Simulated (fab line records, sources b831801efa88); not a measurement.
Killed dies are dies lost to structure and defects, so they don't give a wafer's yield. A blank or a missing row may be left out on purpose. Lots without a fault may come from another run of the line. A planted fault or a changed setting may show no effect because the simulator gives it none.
fab line records | flow sky130
record lots=13 wafers=39 last_day=49
route steps=708 shown NWELL@68 VT_ADJUST_HVTP@96 VT_ADJUST_LVTN@110 VT_ADJUST_NCORE@127 PAD_OPEN@708
lots that met no fault: from a run of the same line without faults
start_h: hours from the record's first day to the start of the lot's first wafer shown | wait_h: hours since the lot's step before | " the same as in the row above | L1.1+2: a row that stands for several wafers | - no value, or no start given | * or withheld: withheld | < > ~ a bound
route shown NAME@n: a module of which the file shows steps, and the number in the route of the first | usual: mean/standard deviation of fault-free wafers | same: alike in all rows | chamber/n: place in a boat | sites: the reading at each site | _std_site: their standard deviation | _edge_site: outer sites' mean less inner sites' | radius_mm: how far each site lies from the wafer's centre | mask NAME#n: copy n | behind: the tool/chamber that last shaped the wafer | hold: why the lot was held/for how many hours/how that ended | device: the transistor (n, p or np) that didn't switch | end of line: the same wafers' tests at the end of the route | a step without rows: its recipe alone | killed: dies lost to structure and defects at the first sort, not the wafer's yield | map: a wafer's dies, x killed, . not, _ none there
set.NAME: the setting as run; set.NAME@STEP: as run at that earlier step | model.NAME: the simulator's own value behind a step, which no gauge read
steps of the route over a sample of lots; a table a step, a row a wafer
services: from which hour (start_h, from the record's first day; less than 0 if before it) a tool's chamber was out of use, for how many hours, and why
## steps
# step SKY_NWELL_TW_MEAS_15
# usual NWELL_TW=1814/25
# columns lot.wafer tool chamber start_h wait_h NWELL_TW
L652.2 film_metro-04 - 80.70 0.1 1795
L652.4 " - " " 1794
L652.5 " - " " 1794
L654.3 film_metro-03 - 96.91 0.1 1841
L654.4 " - " " 1854
L654.6 " - " " 1842
L656.1 film_metro-04 - 107.74 0.1 1771
L656.2 " - " " 1781
L656.3 " - " " 1778
L657.3 film_metro-01 - 116.35 0.1 1832
L657.4 " - " " 1822
L657.5 " - " " 1816
L658.2 film_metro-04 - 118.60 0.1 1783
L658.4 " - " " 1769
L658.6 " - " " 1777
L659.2 film_metro-01 - 127.45 0.1 1820
L659.3 " - " " 1826
L659.4 " - " " 1816
L661.1 film_metro-04 - 141.29 0.1 1777
L661.4 " - " " 1769
L661.5 " - " " 1778
L662.1 film_metro-04 - 142.83 0.1 1781
L662.3 " - " " 1778
L662.4 " - " " 1777
L668.1 film_metro-03 - 177.43 0.1 1846
L668.5 " - " " 1841
L668.6 " - " " 1838
L669.2 film_metro-04 - 184.25 0.1 1797
L669.4 " - " " 1795
L669.6 " - " " 1795
L671.1 film_metro-04 - 195.64 0.1 1787
L671.2 " - " " 1776
L671.3 " - " " 1785
L672.1 film_metro-01 - 200.66 0.1 1823
L672.2 " - " " 1827
L672.4 " - " " 1823
L673.1 film_metro-01 - 207.43 0.1 1833
L673.2 " - " " 1820
L673.6 " - " " 1832
# step SKY_VT_ADJUST_HVTP_TW_MEAS_11
# usual VT_ADJUST_HVTP_TW=1345/14
# columns lot.wafer tool chamber start_h wait_h VT_ADJUST_HVTP_TW
L652.2 film_metro-04 - 117.29 0.1 1328
L652.4 " - " " 1321
L652.5 " - " " 1325
L654.3 film_metro-04 - 134.32 0.1 1330
L654.4 " - " " 1321
L654.6 " - " " 1332
L656.1 film_metro-01 - 146.01 0.1 1360
L656.2 " - " " 1358
L656.3 " - " " 1358
L657.3 film_metro-04 - 154.68 0.1 1325
L657.4 " - " " 1321
L657.5 " - " " 1321
L658.2 film_metro-01 - 158.15 0.1 1360
L658.4 " - " " 1352
L658.6 " - " " 1358
L659.2 film_metro-02 - 167.14 0.1 1352
L659.3 " - " " 1354
L659.4 " - " " 1349
L661.1 film_metro-04 - 182.90 0.1 1337
L661.4 " - " " 1331
L661.5 " - " " 1331
L662.1 film_metro-02 - 184.01 0.1 1359
L662.3 " - " " 1357
L662.4 " - " " 1362
L668.1 film_metro-04 - 220.91 0.1 1333
L668.5 " - " " 1336
L668.6 " - " " 1347
L669.2 film_metro-02 - 228.59 0.1 1362
L669.4 " - " " 1359
L669.6 " - " " 1354
L671.1 film_metro-02 - 240.31 0.1 1352
L671.2 " - " " 1359
L671.3 " - " " 1352
L672.1 film_metro-02 - 246.23 0.1 1359
L672.2 " - " " 1360
L672.4 " - " " 1357
L673.1 film_metro-01 - 252.86 0.1 1355
L673.2 " - " " 1356
L673.6 " - " " 1353
# step SKY_VT_ADJUST_LVTN_COAT_13
# recipe resist=NOVOLAK spin_rpm=3000 resist_thk_nm=1140
# usual spin_speed_rpm=3000.3/2.1
# columns lot.wafer tool chamber start_h wait_h spin_speed_rpm
L652.2 litho_track-04 0 145.63 0.1 3001.2
L652.4 " 0 " " 3002.2
L652.5 " 0 " " 2999.1
L654.3 litho_track-04 0 162.65 0.1 3002.6
L654.4 " 0 " " 2995.8
L654.6 " 0 " " 3001.3
L656.1 litho_track-03 0 176.07 0.1 2996.0
L656.2 " 0 " " 2999.6
L656.3 " 0 " " 2999.7
L657.3 litho_track-03 0 184.62 0.1 2998.2
L657.4 " 0 " " 2999.9
L657.5 " 0 " " 2999.0
L658.2 litho_track-04 0 187.78 0.1 2998.9
L658.4 " 0 " " 3002.0
L658.6 " 0 " " 3002.5
L659.2 litho_track-04 0 197.63 0.1 3000.6
L659.3 " 0 " " 3005.1
L659.4 " 0 " " 2999.4
L661.1 litho_track-04 0 214.65 0.1 3000.1
L661.4 " 0 " " 2999.6
L661.5 " 0 " " 2999.2
L662.1 litho_track-03 0 216.47 0.1 3000.6
L662.3 " 0 " " 2999.6
L662.4 " 0 " " 2996.6
L668.1 litho_track-02 0 254.41 0.1 3004.8
L668.5 " 0 " " 3004.1
L668.6 " 0 " " 3000.3
L669.2 litho_track-04 0 262.43 0.1 3117.2
L669.4 " 0 " " 3118.4
L669.6 " 0 " " 3114.2
L671.1 litho_track-04 0 276.10 0.1 3115.8
L671.2 " 0 " " 3119.9
L671.3 " 0 " " 3120.9
L672.1 litho_track-02 0 281.51 0.1 2998.9
L672.2 " 0 " " 3001.9
L672.4 " 0 " " 2996.4
L673.1 litho_track-03 0 289.87 0.1 2998.3
L673.2 " 0 " " 3000.1
L673.6 " 0 " " 2999.4
# step SKY_VT_ADJUST_LVTN_STRIP_20
# recipe chemistry=O2/N2 power_w=1400 pressure_mtorr=1500 platen_temp_c=withheld o2_flow_sccm=3000 n2_flow_sccm=300 overash_fraction=0.5
# usual chamber_pressure_mTorr=1500.0/1.5 drypump_motor_current_A=6.1/0.48 oes_product_au=0.716/0.0041 strip_time_to_endpoint_s=14.18/0.043
# same overash_fraction=0.5
# columns lot.wafer tool chamber start_h wait_h chamber_pressure_mTorr drypump_motor_current_A oes_product_au rf_hours_counter_h strip_time_to_endpoint_s
L652.2 plasma_asher-04 0 155.79 0.1 1497.8 6.4 0.708 48 14.13
L652.4 " 1 " " 1500.9 6.5 0.716 - 14.16
L652.5 " 1 " " 1502.7 6.5 0.712 - 14.14
L654.3 plasma_asher-03 0 173.64 0.1 1501.4 6.4 0.725 - 14.14
L654.4 " 1 " " 1498.6 5.3 0.714 - 14.15
L654.6 " 1 " " 1499.8 5.3 0.719 - 14.14
L656.1 plasma_asher-01 0 186.04 0.1 1496.8 5.8 0.714 54 14.20
L656.2 " 1 " " 1498.9 5.9 0.713 54 14.27
L656.3 " 1 " " 1500.7 5.9 0.714 - 14.25
L657.3 plasma_asher-01 0 195.87 0.1 1501.4 5.7 0.718 - 14.23
L657.4 " 1 " " 1499.5 5.9 0.715 - 14.29
L657.5 " 0 " " 1496.9 5.8 0.713 - 14.26
L658.2 plasma_asher-01 0 202.75 0.1 1499.2 5.8 0.720 55 14.12
L658.4 " 0 " " 1500.7 5.8 0.710 - 14.12
L658.6 " 0 " " 1500.7 5.8 0.712 - 14.16
L659.2 plasma_asher-03 0 208.64 0.1 1500.0 6.4 0.719 39 14.09
L659.3 " 0 " " 1502.8 6.4 0.714 - 14.10
L659.4 " 1 " " 1497.7 5.3 0.715 - 14.09
L661.1 plasma_asher-03 0 225.89 0.1 1500.5 6.4 0.721 41 14.12
L661.4 " 1 " " 1499.4 5.3 0.710 - 14.13
L661.5 " 0 " " 1503.1 6.4 0.714 - 14.14
L662.1 plasma_asher-04 0 227.81 0.1 1499.8 6.4 0.723 55 14.23
L662.3 " 1 " " 1496.8 6.5 0.719 - 14.20
L662.4 " 0 " " 1501.6 6.4 0.710 - 14.21
L668.1 plasma_asher-03 0 267.06 0.1 1496.3 6.4 0.720 45 14.17
L668.5 " 0 " " 1501.5 6.4 0.715 - 14.14
L668.6 " 1 " " 1499.0 5.3 0.717 - 14.20
L669.2 plasma_asher-04 0 274.24 0.1 1496.8 6.4 0.717 60 13.91
L669.4 " 1 " " 1497.7 6.5 0.717 - 13.89
L669.6 " 0 " " 1500.0 6.4 0.715 - 13.90
L671.1 plasma_asher-04 1 288.81 0.1 1498.6 6.5 0.711 61 13.96
L671.2 " 0 " " 1499.1 6.4 0.712 61 13.94
L671.3 " 0 " " 1499.5 6.4 0.721 - 13.91
L672.1 plasma_asher-04 1 293.95 0.2 1499.2 6.5 0.713 62 14.17
L672.2 " 0 " " 1502.7 6.4 0.716 62 14.18
L672.4 " 0 " " 1500.2 6.4 0.717 - 14.26
L673.1 plasma_asher-04 1 302.84 0.1 1499.4 6.5 0.715 63 14.24
L673.2 " 0 " " 1501.2 6.4 0.717 63 14.30
L673.6 " 0 " " 1499.8 6.4 0.714 - 14.18
# step SKY_VT_ADJUST_NCORE_OVL_MEAS_08
# usual VT_ADJUST_NCORE_OVL=-0.6/1.4
# columns lot.wafer tool chamber start_h wait_h VT_ADJUST_NCORE_OVL[nm]
L652.2 overlay-01 - 176.23 0.1 -1.9
L652.4 " - " " -2.5
L652.5 " - " " -1.6
L654.3 overlay-01 - 194.19 0.1 -1.1
L654.4 " - " " -1.5
L654.6 " - " " -0.5
L656.1 overlay-01 - 207.24 0.1 2.3
L656.2 " - " " 0.0
L656.3 " - " " -2.5
L657.3 overlay-01 - 217.72 0.1 -0.1
L657.4 " - " " -0.7
L657.5 " - " " 0.9
L658.2 overlay-02 - 224.78 0.1 -1.1
L658.4 " - " " 1.7
L658.6 " - " " 3.4
L659.2 overlay-02 - 230.67 0.1 -3.4
L659.3 " - " " -3.0
L659.4 " - " " -1.5
L661.1 overlay-02 - 248.39 0.1 1.7
L661.4 " - " " 0.5
L661.5 " - " " -0.2
L662.1 overlay-02 - 250.02 0.1 -0.9
L662.3 " - " " -2.0
L662.4 " - " " -2.1
L668.1 overlay-01 - 291.66 0.1 -0.3
L668.5 " - " " 0.6
L668.6 " - " " -1.0
L669.2 overlay-02 - 298.65 0.1 0.8
L669.4 " - " " -3.5
L669.6 " - " " 0.3
L671.1 overlay-02 - 314.31 0.1 0.4
L671.2 " - " " 0.4
L671.3 " - " " 1.5
L672.1 overlay-01 - 319.09 0.1 -0.2
L672.2 " - " " -0.4
L672.4 " - " " -0.5
L673.1 overlay-02 - 328.49 0.1 -0.4
L673.2 " - " " 0.7
L673.6 " - " " -0.6
# step SKY_PAD_OPEN_PROBE_99
# usual killed_at_M0_to_M3=43/6.5 killed_at_M4_up=3.2/1.8 killed_at_contacts=24/5 killed_at_front_end=15/4.1 killed_at_other=0.3/0.54 killed_dies=85/9.3 killed_open=47/7.2 killed_short=39/5.9
# same gross_dies=492 killed_at_back_side=0
# columns lot.wafer tool chamber start_h wait_h killed_at_M0_to_M3 killed_at_M4_up killed_at_contacts killed_at_front_end killed_at_other killed_dies killed_open killed_short
L652.2 prober-02 - 1065.43 0.1 42 3 17 14 0 76 37 39
L652.4 prober-02 - 1065.53 0.2 35 1 17 11 2 66 32 33
L652.5 prober-02 - 1065.58 0.2 43 10 15 15 1 84 50 32
L654.3 prober-02 - 1085.44 0.2 48 2 28 20 1 99 66 33
L654.4 prober-02 - 1085.49 0.2 48 3 26 21 0 98 51 47
L654.6 prober-02 - 1085.59 0.2 52 4 26 14 0 96 54 42
L658.2 prober-02 - 1114.49 0.1 46 3 25 10 0 84 40 44
L658.4 prober-02 - 1114.59 0.2 39 1 22 16 0 78 35 43
L658.6 prober-02 - 1114.69 0.2 45 3 38 18 0 104 63 40
L659.2 prober-01 - 1119.97 0.1 44 3 19 11 1 78 41 36
L659.3 prober-01 - 1120.02 0.2 41 2 21 17 1 82 46 35
L659.4 prober-01 - 1120.07 0.2 40 4 17 23 0 84 49 35
L661.1 prober-01 - 1134.20 0.1 43 2 23 13 0 81 53 28
L661.4 prober-01 - 1134.35 0.2 41 4 25 21 0 91 48 42
L661.5 prober-01 - 1134.40 0.2 54 5 26 15 0 100 52 47
L669.2 prober-01 - 1167.52 0.1 49 7 19 12 0 87 42 45
L669.4 prober-01 - 1167.62 0.2 42 1 23 7 0 73 45 28
L669.6 prober-01 - 1167.72 0.2 37 2 23 20 0 82 43 39
L671.1 prober-01 - 1178.99 0.1 42 2 30 14 0 88 45 43
L671.2 prober-01 - 1179.04 0.1 45 3 27 8 0 83 45 38
L671.3 prober-01 - 1179.09 0.2 35 5 29 11 1 81 38 43
# killed by level:class
L652.2 VIA1:geometric_particle:open=9 CONTACT:geometric_particle:open=9 METAL1:geometric_particle:short=8 VIA1:geometric_particle:short=6 METAL2:geometric_particle:short=5 VIA2:geometric_particle:open=5 FIELD_ISO:geometric_particle:short=3 FIELD_ISO:geometric_particle:open=3
L652.4 METAL2:geometric_particle:short=6 POLY_GATE:geometric_particle:open=5 LI_CONTACT:geometric_particle:open=5 CONTACT:geometric_particle:open=5 METAL1:geometric_particle:short=5 VIA1:geometric_particle:open=5 VIA2:geometric_particle:open=5 VIA3:geometric_particle:open=4
L652.5 VIA1:geometric_particle:open=8 VIA3:geometric_particle:open=8 VIA2:geometric_particle:open=7 LI_CONTACT:geometric_particle:open=6 METAL4:geometric_particle:short=6 POLY_GATE:geometric_particle:open=5 CONTACT:geometric_particle:open=4 METAL2:geometric_particle:short=4
L654.3 VIA1:geometric_particle:open=17 CONTACT:geometric_particle:open=15 VIA3:geometric_particle:open=9 VIA2:geometric_particle:open=6 FIELD_ISO:geometric_particle:open=5 POLY_GATE:geometric_particle:open=5 METAL1:geometric_particle:short=5 FIELD_ISO:geometric_particle:short=4
L654.4 VIA1:geometric_particle:open=12 VIA1:geometric_particle:short=9 VIA2:geometric_particle:open=9 CONTACT:geometric_particle:open=9 FIELD_ISO:geometric_particle:short=8 LI_CONTACT:geometric_particle:open=7 VIA3:geometric_particle:open=6 POLY_GATE:geometric_particle:short=4
L654.6 VIA1:geometric_particle:open=13 CONTACT:geometric_particle:open=12 VIA2:geometric_particle:open=8 VIA3:geometric_particle:open=7 METAL1:geometric_particle:short=7 METAL2:geometric_particle:short=7 LOCAL_INTERCONNECT:geometric_particle:short=4 FIELD_ISO:geometric_particle:open=3
L658.2 VIA1:geometric_particle:open=7 VIA2:geometric_particle:open=6 CONTACT:geometric_particle:open=6 VIA3:geometric_particle:open=6 VIA1:geometric_particle:short=6 VIA2:geometric_particle:short=6 LI_CONTACT:geometric_particle:open=5 CONTACT:geometric_particle:short=5
L658.4 LI_CONTACT:geometric_particle:open=8 FIELD_ISO:geometric_particle:short=7 VIA3:geometric_particle:open=7 METAL2:geometric_particle:short=7 METAL1:geometric_particle:short=6 LI_CONTACT:geometric_particle:short=4 CONTACT:geometric_particle:short=4 VIA1:geometric_particle:open=4
L658.6 CONTACT:geometric_particle:open=13 VIA1:geometric_particle:open=10 CONTACT:geometric_particle:short=9 LI_CONTACT:geometric_particle:open=8 LOCAL_INTERCONNECT:geometric_particle:short=7 VIA3:geometric_particle:open=7 METAL2:geometric_particle:short=7 FIELD_ISO:geometric_particle:open=6
L659.2 VIA1:geometric_particle:open=13 CONTACT:geometric_particle:open=8 METAL2:geometric_particle:short=7 VIA2:geometric_particle:open=6 VIA1:geometric_particle:short=6 FIELD_ISO:geometric_particle:open=4 LI_CONTACT:geometric_particle:short=4 FIELD_ISO:geometric_particle:short=3
L659.3 VIA3:geometric_particle:open=9 CONTACT:geometric_particle:open=7 VIA1:geometric_particle:open=6 LI_CONTACT:geometric_particle:open=6 VIA2:geometric_particle:open=6 METAL1:geometric_particle:short=5 METAL3:geometric_particle:short=5 POLY_GATE:geometric_particle:open=4
L659.4 VIA3:geometric_particle:open=8 VIA1:geometric_particle:open=8 FIELD_ISO:geometric_particle:open=7 METAL1:geometric_particle:short=7 CONTACT:geometric_particle:open=7 POLY_GATE:geometric_particle:short=6 VIA2:geometric_particle:open=6 POLY_GATE:geometric_particle:open=5
L661.1 CONTACT:geometric_particle:open=11 VIA1:geometric_particle:open=10 VIA2:geometric_particle:open=7 VIA3:geometric_particle:open=7 FIELD_ISO:geometric_particle:open=6 LI_CONTACT:geometric_particle:open=5 METAL1:geometric_particle:short=5 FIELD_ISO:geometric_particle:short=3
L661.4 VIA1:geometric_particle:open=8 CONTACT:geometric_particle:short=7 CONTACT:geometric_particle:open=6 VIA2:geometric_particle:open=6 FIELD_ISO:geometric_particle:open=5 METAL1:geometric_particle:short=5 VIA1:geometric_particle:short=5 METAL2:geometric_particle:short=5
L661.5 VIA1:geometric_particle:open=16 VIA3:geometric_particle:open=12 CONTACT:geometric_particle:open=9 CONTACT:geometric_particle:short=7 SPACER:geometric_particle:short=6 METAL2:geometric_particle:short=6 VIA1:geometric_particle:short=5 VIA2:geometric_particle:open=5
L669.2 VIA1:geometric_particle:open=9 VIA1:geometric_particle:short=8 CONTACT:geometric_particle:open=7 METAL2:geometric_particle:short=7 VIA2:geometric_particle:open=6 FIELD_ISO:geometric_particle:short=5 VIA3:geometric_particle:open=5 CONTACT:geometric_particle:short=5
L669.4 CONTACT:geometric_particle:open=12 VIA1:geometric_particle:open=9 LI_CONTACT:geometric_particle:open=7 METAL1:geometric_particle:short=7 VIA2:geometric_particle:open=7 FIELD_ISO:geometric_particle:short=6 VIA3:geometric_particle:open=6 METAL2:geometric_particle:short=6
L669.6 FIELD_ISO:geometric_particle:open=9 VIA1:geometric_particle:short=8 LI_CONTACT:geometric_particle:open=6 CONTACT:geometric_particle:open=6 VIA1:geometric_particle:open=6 VIA2:geometric_particle:open=6 CONTACT:geometric_particle:short=5 VIA3:geometric_particle:open=5
L671.1 VIA1:geometric_particle:open=14 CONTACT:geometric_particle:open=9 LI_CONTACT:geometric_particle:open=9 METAL2:geometric_particle:short=7 LI_CONTACT:geometric_particle:short=5 CONTACT:geometric_particle:short=5 METAL1:geometric_particle:short=5 VIA2:geometric_particle:open=5
L671.2 VIA1:geometric_particle:open=11 CONTACT:geometric_particle:open=9 VIA2:geometric_particle:open=9 CONTACT:geometric_particle:short=7 METAL2:geometric_particle:short=4 LOCAL_INTERCONNECT:geometric_particle:short=4 METAL2:geometric_particle:open=4 VIA2:geometric_particle:short=4
L671.3 CONTACT:geometric_particle:open=12 LI_CONTACT:geometric_particle:open=8 VIA1:geometric_particle:short=7 VIA1:geometric_particle:open=6 METAL3:geometric_particle:short=5 POLY_GATE:geometric_particle:short=4 LI_CONTACT:geometric_particle:short=4 VIA2:geometric_particle:short=4
## services
# columns tool chamber start_h hours kind
plasma_asher-01 - 133.42 4.5 repair
plasma_asher-03 - 183.05 13.6 repair
litho_track-04 - 208.37 - consumable_replace:filter
plasma_asher-04 - 217.80 2.8 pm
plasma_asher-03 - 272.28 7.9 repair
## key
first_sign step=SKY_VT_ADJUST_LVTN_COAT_13 reading=spin_speed_rpm direction=up sigmas=55 usual=3000.3 struck=3117.7
effect step=SKY_VT_ADJUST_LVTN_STRIP_20 reading=strip_time_to_endpoint_s direction=down sigmas=6.1 usual=* struck=*
met_at SKY_VT_ADJUST_LVTN_COAT_13
struck_lots L669,L671
tester_left_out L669,L671
not_acting_at SKY_NWELL_TW_MEAS_15,SKY_VT_ADJUST_HVTP_TW_MEAS_11,SKY_VT_ADJUST_NCORE_OVL_MEAS_08
onset_between 214.65 262.43
fault kind=process_parameter_drift tool=litho_track-04 chamber=- onset_h=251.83 steps=SKY_VT_ADJUST_LVTN_COAT_13 channel=spin_rpm offset=118.31 shape=step end_h=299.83 acts_in=these_recipes_only stated=3000
# tester_left_out: of these lots the tester's yield and bins aren't shown, on N5 and GAA mostly nor the transistor test; their killed dies are dies lost to structure and defects alone, not to doping, threshold or leakage, so they don't give the yield
